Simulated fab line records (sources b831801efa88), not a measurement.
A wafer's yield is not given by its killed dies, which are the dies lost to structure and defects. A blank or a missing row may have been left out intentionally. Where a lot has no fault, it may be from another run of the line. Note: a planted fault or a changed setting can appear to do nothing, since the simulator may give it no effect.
A lot that was struck, set against a sound lot / flow sky130 / 15 out of 708 route steps
Sound: the wafers L910.1, L910.3, L910.6. Struck: wafers L900.2, L900.4 (left out: L900.3, a lot-mate that was not struck); the cause follows at the end.
At each step with rows: each side's tool, then ch and its chambers, then its first start. Under that, the readings that differ: sound wafers / struck wafers / difference of the means / sigmas: that difference in standard deviations of wafers without a fault.
alike: readings whose means differ by less than 2 such deviations, and words and numbers that are the same on both sides. not compared: withheld readings, readings that some wafer has no value for, bounds like >300 that may hide the same value, and numbers for which the record gives no deviation and whose values overlap.
Wherever a step has rows on one side only, a row that says differs or no value, or a row with sigmas, the two part there. Non-overlapping numbers with no deviation appear without sigmas and do not part them. A reading missing from all wafers of one side parts the sides only when that side holds two or more wafers.

first, 3 steps without rows for these wafers: SKY_METAL2_EXPOSE_12 (exposes mask MM2, target cd 140 nm); SKY_METAL2_PEB_13; SKY_METAL2_DEVELOP_14 (develop time 60 s).
SKY_METAL2_CD_MEAS_15: target cd 140 nm.
  sound on cd-sem-02, day 40 12:44; struck on cd-sem-01, day 37 10:14
  alike: cd-nm
SKY_METAL2_OVL_MEAS_16:
  sound on overlay-02, day 40 12:52; struck on overlay-02, day 37 10:20
reading=METAL2_OVL (nm); sound=-3 -13 -2; struck=3 5; difference=+10; sigmas=+2
SKY_METAL2_DESCUM_17: chemistry O2, time 8 s.
  sound on rie-metal-03 ch 0,1, day 40 12:53; struck on rie-metal-02 ch 0,1, day 37 10:22
  alike: drypump-motor-current-A, oes-product-au
  not compared: rf-hours-counter-h
SKY_METAL2_ETCH_18: etches BARC in N2/H2, stops on SiO2, time 45.9 s, target depth 60 nm.
  sound on rie-metal-03 ch 0,1, day 40 12:55; struck on rie-metal-02 ch 0,1, day 37 10:24
  alike: drypump-motor-current-A, oes-product-au, throttle-valve-pct
  not compared: rf-hours-counter-h
SKY_METAL2_METAL_ETCH_19: etches the open film in Cl2/BCl3, stops on SiO2, target depth 360 nm, time 78 s.
  sound on rie-metal-03 ch 0,1, day 40 12:59; struck on rie-metal-02 ch 0,1, day 37 10:28
  alike: drypump-motor-current-A, oes-product-au, throttle-valve-pct
  not compared: rf-hours-counter-h
SKY_METAL2_STRIP_20: strips in O2/N2.
  sound on plasma-asher-04 ch 0,1, day 40 13:05; struck on plasma-asher-04 ch 1, day 37 10:33
  alike: drypump-motor-current-A, oes-product-au, strip-time-to-endpoint-s
  not compared: rf-hours-counter-h
then, 3 steps without rows for these wafers: SKY_METAL2_STRIP_21 (strips in post etch residue remover, time 1200 s); SKY_METAL2_CLEAN_22 (cleans in IPA, time 180 s); SKY_METAL2_CLEAN_23 (cleans in O3/DIW).
SKY_VIA2_HDPCVD_00: deposits SiO2, target thk 1180 nm, time 196.7 s.
  sound on hdpcvd-01 ch 0,2, day 40 13:45; struck on hdpcvd-01 ch 1,2, day 37 11:11
reading=model.SiO2_of_VIA2_HDPCVD_00.thk-nm (nm); sound=1153 1165 1159; struck=1560 1552; difference=+397; sigmas=
  alike: susceptor-temp-C
SKY_VIA2_THK_MEAS_01:
  sound on film-metro-01, day 40 13:52; struck on film-metro-03, day 37 11:19
reading=VIA2_HDPCVD_THK (nm); sound=1153 1164 1160; struck=1560 1551; difference=+396; sigmas=+33
SKY_VIA2_CMP_02: polishes SiO2.
  sound on cmp-01 ch 1,2,3, day 40 13:59; struck on cmp-02 ch 0,1, day 37 11:22
  alike: motor-current-A

== WHERE THEY PART ==
At SKY_METAL2_OVL_MEAS_16 first; at SKY_VIA2_THK_MEAS_01 last (within this record only). Later steps at which nothing parts them and some readings are alike: SKY_VIA2_CMP_02.

WHY: the cause the simulator had injected
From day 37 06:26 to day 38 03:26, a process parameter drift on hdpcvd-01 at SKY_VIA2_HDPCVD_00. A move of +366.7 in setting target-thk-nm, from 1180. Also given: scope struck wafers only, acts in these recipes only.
